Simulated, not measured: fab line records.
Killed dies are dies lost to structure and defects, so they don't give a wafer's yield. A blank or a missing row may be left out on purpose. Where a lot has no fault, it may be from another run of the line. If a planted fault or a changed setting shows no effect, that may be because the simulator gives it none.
Split-lot experiment | flow sfq_line | 23 wafers read across 5 lots, on a route 325 steps long

== THE SPLIT ==
At SFQ_TRILAYER_M6_LITHO_PEB_162 (peb time 60 s), the setting peb_time_s was moved away from the recipe's 60 s on 8 of the 23 wafers read, by -12.1% to +9.1%. For the rest of the wafers, this setting stayed at what the recipe calls for.

== SPLIT TO READING: what lies between them in the file, 1 step ==
- SFQ_TRILAYER_M6_LITHO_DEVELOP_161: time 60 s

== THE READING ==
M6.cd_nm (the simulator's own value, which no gauge read), in nm, at SFQ_TRILAYER_M6_BARC_OPEN_METAL_ETCH_206 (etches BARC in O2, target depth 125 nm, time 41.7 s). The file gives no usual value for it. Here, 15 wafers ran the recipe; their average is 498.7 nm with a standard deviation of 4.6 nm.

wafer  | tool, chamber at the split | peb_time_s as run, s | against the recipe | M6.cd_nm, nm | against lot-mates on the recipe
L078.1 | litho_track-03, 0          | 60                   | recipe             | 499.8        | -
L078.2 | litho_track-03, 0          | 60                   | recipe             | 498.9        | -
L078.3 | litho_track-03, 0          | 60                   | recipe             | 499.2        | -
L078.4 | litho_track-03, 0          | 64.02                | +6.7%              | 491.4        | -7.9
L078.5 | litho_track-03, 0          | 64.02                | +6.7%              | 490.3        | -9.0
L079.2 | litho_track-03, 0          | 65.45                | +9.1%              | 499.2        | -6.8
L079.3 | litho_track-03, 0          | 65.45                | +9.1%              | 488.9        | -17.1
L079.4 | litho_track-03, 0          | 60                   | recipe             | 500.7        | -
L079.5 | litho_track-03, 0          | 60                   | recipe             | 511.3        | -
L079.6 | litho_track-03, 0          | 65.45                | +9.1%              | 487.8        | -18.2
L080.2 | litho_track-02, 0          | 52.76                | -12.1%             | 519          | +18.9
L080.3 | litho_track-02, 0          | 60                   | recipe             | 500.2        | -
L080.4 | litho_track-02, 0          | 60                   | recipe             | 500.1        | -
L080.5 | litho_track-02, 0          | 52.76                | -12.1%             | 518.7        | +18.6
L080.6 | litho_track-02, 0          | 52.76                | -12.1%             | 519.9        | +19.8
L084.1 | litho_track-01, 0          | 60                   | recipe             | 499.7        | -
L084.2 | litho_track-01, 0          | 60                   | recipe             | 498.5        | -
L084.3 | litho_track-01, 0          | 60                   | recipe             | 498          | -
L085.1 | litho_track-01, 0          | 60                   | recipe             | 497.7        | -
L085.3 | litho_track-01, 0          | 60                   | recipe             | 491          | -
L085.4 | litho_track-01, 0          | 60                   | recipe             | 489.6        | -
L085.5 | litho_track-01, 0          | 60                   | recipe             | 498.9        | -
L085.6 | litho_track-01, 0          | 60                   | recipe             | 497.6        | -

FIT RESULTS
A straight line over all 23 wafers: M6.cd_nm changes by -1.34 nm for each +1% of peb_time_s; r = -0.86; the points scatter about the line by 4.9 nm.
The same after taking each lot's own level away (the mean of its wafers on the recipe; 23 wafers): -1.53 nm for each +1%; r = -0.94; scatter 3.2 nm.
On that fit, the largest move of peb_time_s shifts the reading by 18 nm.
From 494.96 to 506.00 nm: that is the span of the lots' own levels, equal to 2.4 times the standard deviation above.
In other words, the slope is changed by the lot-to-lot level; the two fits disagree.
Check: +18.7 nm against its lot-mates is what the line predicts for one of the wafers moved furthest among these (-12.1%) when that wafer is left out of the fit. It came out at +18.9 nm against them.

== ADDITIONAL SPLITS CARRIED BY THESE WAFERS ==
These wafers also went through other splits before the reading. Each is held against what the fit with the lots' levels taken away leaves over:
other split on the same wafers                  | wafers away from the commonest value | r with M6.cd_nm (lot level and that fit taken away)
SFQ_TRILAYER_JJ_CE_BARC_OPEN_RIE_150 icp_w      | 5                                    | -0.13
SFQ_TRILAYER_M5_LITHO_COAT_123 spin_rpm         | 12                                   | +0.13
SFQ_TRILAYER_M5_BARC_OPEN_METAL_ETCH_161 bias_w | 6                                    | -0.15
SFQ_TRILAYER_R5_LITHO_COAT_141 spin_rpm         | 8                                    | -0.10
SFQ_TRILAYER_R5_LITHO_PEB_139 peb_temp_c        | 7                                    | -0.15
SFQ_TRILAYER_R5_BARC_OPEN_METAL_ETCH_177 icp_w  | 10                                   | +0.17
SFQ_TRILAYER_C5_LITHO_EXPOSE_152 dose_mj        | 11                                   | -0.12
SFQ_TRILAYER_C5_LITHO_PEB_154 peb_time_s        | 10                                   | -0.27
SFQ_TRILAYER_M6_LITHO_EXPOSE_160 dose_mj        | 4                                    | -0.74

== THE WHOLE CHAIN: every reading that the file lists as answering this split, in the file's order ==
step                                     | what it does                                                        | reading                                                   | change (the file's fit)                                                                           | r (the file's)
SFQ_TRILAYER_M6_BARC_OPEN_METAL_ETCH_206 | etches BARC in O2, target depth 125 nm, time 41.7 s                 | M6.cd_nm (the simulator's own value, which no gauge read) | -1.51 nm for each +1% of the setting                                                              | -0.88
SFQ_TRILAYER_M6_ETCH_METAL_ETCH_162      | etches Nb in Cl2/Ar, stops on SiO2, target depth 240 nm, time 120 s | M6.cd_nm (the simulator's own value, which no gauge read) | -1.46 nm for each +1% of the setting, in a fit together with dose_mj@TRILAYER_M6_LITHO_EXPOSE_160 | 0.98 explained

== FILE'S OWN FIT ==
M6.cd_nm changes by -1.51 nm for each +1% of peb_time_s, r = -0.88.
